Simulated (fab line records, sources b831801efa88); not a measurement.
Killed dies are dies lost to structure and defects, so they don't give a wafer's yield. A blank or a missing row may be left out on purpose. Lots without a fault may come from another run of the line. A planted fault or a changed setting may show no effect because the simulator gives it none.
A struck lot beside a sound one | flow sky130 | 40 steps out of a route of 708
Sound: wafers L344.2, L344.5, L344.6. Struck: wafers L341.2, L341.4, L341.5. The cause comes at the end.
At each step with rows: each side's tool, then ch and its chambers, then its first start. Under that, the readings that differ: sound wafers | struck wafers | difference of the means | sigmas: that difference in standard deviations of wafers without a fault.
alike: readings whose means differ by less than 2 such deviations, and words and numbers that are the same on both sides. not compared: withheld readings, readings that some wafer has no value for, bounds like >300 that may hide the same value, and numbers for which the record gives no deviation and whose values overlap.
The two part at a step that has a row with sigmas, a row that says differs or no value, or rows on one side only. Numbers that don't overlap but have no deviation are shown without sigmas and don't part them. A reading that every wafer of one side lacks parts them only if that side has two wafers or more.

first, 9 steps without rows for these wafers: SKY_VT_ADJUST_HVTP_COAT_02 (resist thk 1140 nm); SKY_VT_ADJUST_HVTP_SOFTBAKE_03 (time 60 s); SKY_VT_ADJUST_HVTP_EXPOSE_04 (exposes mask HVTPM, target cd 380 nm); SKY_VT_ADJUST_HVTP_PEB_05; SKY_VT_ADJUST_HVTP_DEVELOP_06 (develop time 60 s); SKY_VT_ADJUST_HVTP_IMPLANT_09; SKY_VT_ADJUST_HVTP_STRIP_10 (strips in O2/N2); SKY_VT_ADJUST_LVTN_DEHYDRATE_00 (time 60 s); SKY_VT_ADJUST_LVTN_HMDS_01 (prime time 60 s).
SKY_VT_ADJUST_LVTN_COAT_02: resist thk 3000 nm.
  sound on litho_track-04 ch 0, day 8 12:53; struck on litho_track-01, day 8 02:29
  no value came back on the struck wafers for chill_plate_temp_C (C), dispense_pressure_kPa (kPa); on the sound wafers chill_plate_temp_C (C) reads 22.90 23.06 22.99
then, 4 steps without rows for these wafers: SKY_VT_ADJUST_LVTN_SOFTBAKE_03; SKY_VT_ADJUST_LVTN_EXPOSE_04 (exposes mask NWM COMPLEMENT LESS NATIVE, target cd 840 nm); SKY_VT_ADJUST_LVTN_PEB_05; SKY_VT_ADJUST_LVTN_DEVELOP_06 (develop time 60 s).
SKY_VT_ADJUST_LVTN_OVL_MEAS_07:
  sound on overlay-02, day 8 17:22; struck on overlay-01, day 8 07:44
  reading                 | sound          | struck | difference                    | sigmas
  VT_ADJUST_LVTN_OVL (nm) | -1.0 -1.4 -0.9 | - - -  | no value on the struck wafers |
then, 11 steps without rows for these wafers: SKY_VT_ADJUST_LVTN_IMPLANT_08; SKY_VT_ADJUST_LVTN_STRIP_09 (strips in O2/N2); SKY_VT_ADJUST_LVTN_DEHYDRATE_11 (time 60 s); SKY_VT_ADJUST_LVTN_HMDS_12 (prime time 60 s); SKY_VT_ADJUST_LVTN_COAT_13 (resist thk 1140 nm); SKY_VT_ADJUST_LVTN_SOFTBAKE_14 (time 60 s); SKY_VT_ADJUST_LVTN_EXPOSE_15 (exposes mask HVN STD DERIVED, target cd 600 nm); SKY_VT_ADJUST_LVTN_PEB_16; SKY_VT_ADJUST_LVTN_DEVELOP_17 (develop time 60 s); SKY_VT_ADJUST_LVTN_IMPLANT_19; SKY_VT_ADJUST_LVTN_STRIP_20 (strips in O2/N2).
SKY_VT_ADJUST_LVTN_TW_MEAS_21:
  sound on film_metro-02, day 9 09:51; struck on film_metro-02, day 8 17:58
  reading             | sound             | struck            | difference | sigmas
  VT_ADJUST_LVTN_2_TW | 186.9 187.0 187.9 | 266.2 265.2 264.1 | +77.9      | +39
then, 8 steps without rows for these wafers: SKY_VT_ADJUST_NCORE_DEHYDRATE_00 (time 60 s); SKY_VT_ADJUST_NCORE_HMDS_01 (prime time 60 s); SKY_VT_ADJUST_NCORE_COAT_02 (resist thk 1140 nm); SKY_VT_ADJUST_NCORE_SOFTBAKE_03 (time 60 s); SKY_VT_ADJUST_NCORE_EXPOSE_04 (exposes mask LVTN COMPLEMENT THIN, target cd 380 nm); SKY_VT_ADJUST_NCORE_PEB_05; SKY_VT_ADJUST_NCORE_DEVELOP_06 (develop time 60 s); SKY_VT_ADJUST_NCORE_IMPLANT_09.
SKY_VT_ADJUST_NCORE_TW_MEAS_11:
  sound on film_metro-04, day 10 02:58; struck on film_metro-04, day 9 10:16
  reading            | sound             | struck            | difference | sigmas
  VT_ADJUST_NCORE_TW | 217.4 215.9 216.8 | 279.9 280.8 282.2 | +64.3      | +29
SKY_VT_ADJUST_HVTR_TW_MEAS_11:
  sound on film_metro-02, day 10 19:13; struck on film_metro-01, day 10 03:16
  reading           | sound             | struck            | difference | sigmas
  VT_ADJUST_HVTR_TW | 208.3 207.8 209.0 | 275.8 275.8 273.7 | +66.7      | +32
SKY_VT_ADJUST_PCH_TW_MEAS_10:
  sound on film_metro-02, day 11 16:37; struck on film_metro-02, day 10 19:54
  reading          | sound             | struck            | difference | sigmas
  VT_ADJUST_PCH_TW | 141.4 141.7 141.4 | 249.1 247.6 248.1 | +106.8     | +99 or more
SKY_SONOS_TUNNEL_TW_MEAS_12:
  sound on film_metro-04, day 12 16:11; struck on film_metro-02, day 11 17:39
  reading         | sound             | struck            | difference | sigmas
  SONOS_TUNNEL_TW | 196.9 196.8 195.7 | 270.2 268.5 269.0 | +72.8      | +38
-- the record jumps here: 34 days lie between the struck wafers' starts before and after (it left off in module SONOS_TUNNEL and takes up again in module PAD_OPEN, whose first step shown is number 708 of the route) --
SKY_PAD_OPEN_PROBE_99:
  the record has rows for the struck wafers here (prober-02, day 45 22:52) and none for the sound ones

WHERE THEY PART
First at SKY_VT_ADJUST_LVTN_COAT_02; last, within this record, at SKY_PAD_OPEN_PROBE_99.

WHY: what the simulator had put in
Skipped step whole: litho_track-01, from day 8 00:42 on, at SKY_VT_ADJUST_LVTN_COAT_02. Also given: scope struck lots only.
